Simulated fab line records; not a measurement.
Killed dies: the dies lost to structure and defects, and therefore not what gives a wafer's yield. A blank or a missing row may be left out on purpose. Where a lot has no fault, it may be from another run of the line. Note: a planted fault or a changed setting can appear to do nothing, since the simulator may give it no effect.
Chamber matching | flow sky130 | SKY_VIA3_CMP_24 on cmp-02 has 4 sister chambers
The step polishes, stops on SiO2, t overpolish 20 s, target thk 0 nm. 4 wafers are shown with their chamber, then 11 later ones without.

== WAFERS, EACH WITH ITS CHAMBER ==
wafer  | chamber | motor-current-A (A)
L079.3 | 2       | 11.4
L085.2 | 1       | 9.6
L085.4 | 3       | 12.4
L091.1 | 0       | 10.5

== WAFERS WITH NO CHAMBER GIVEN ==
wafer  | motor-current-A (A)
L091.4 | 9.5
L091.6 | 12.0
L095.1 | 10.4
L095.3 | 12.0
L095.4 | 10.9
L096.2 | 13.1
L096.3 | 9.8
L096.4 | 11.9
L097.2 | 12.0
L097.5 | 9.7
L097.6 | 9.6

== THE CHAMBER EACH PASSED THROUGH ==
wafer  | from the rows above     | in truth
L091.4 | 1                       | 1
L091.6 | can't be placed: 3 or 2 | 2
L095.1 | can't be placed: 0 or 1 | 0
L095.3 | can't be placed: 3 or 2 | 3
L095.4 | can't be placed: 0 or 2 | 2
L096.2 | 3                       | 3
L096.3 | can't be placed: 1 or 0 | 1
L096.4 | can't be placed: 2 or 3 | 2
L097.2 | can't be placed: 3 or 2 | 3
L097.5 | can't be placed: 1 or 0 | 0
L097.6 | 1                       | 1
Correctly placed: 3 of 11. Cannot be placed on the basis of these rows: 8; the candidates contain the true chamber in 8. Placed wrongly: 0.
How it was worked out, from the rows above alone: a wafer's distance from a chamber is the root of the sum, over the readings, of the square of ((its reading less the chamber's mean) divided by the reading's scatter). If the next closest chamber is less than 2 further off than the closest, the wafer can't be placed; otherwise it belongs to the closest. Each chamber's mean is taken over the wafers shown for it. The scatter: root of mean squared gap, hidden wafer to nearest shown wafer, with one shown wafer a chamber.
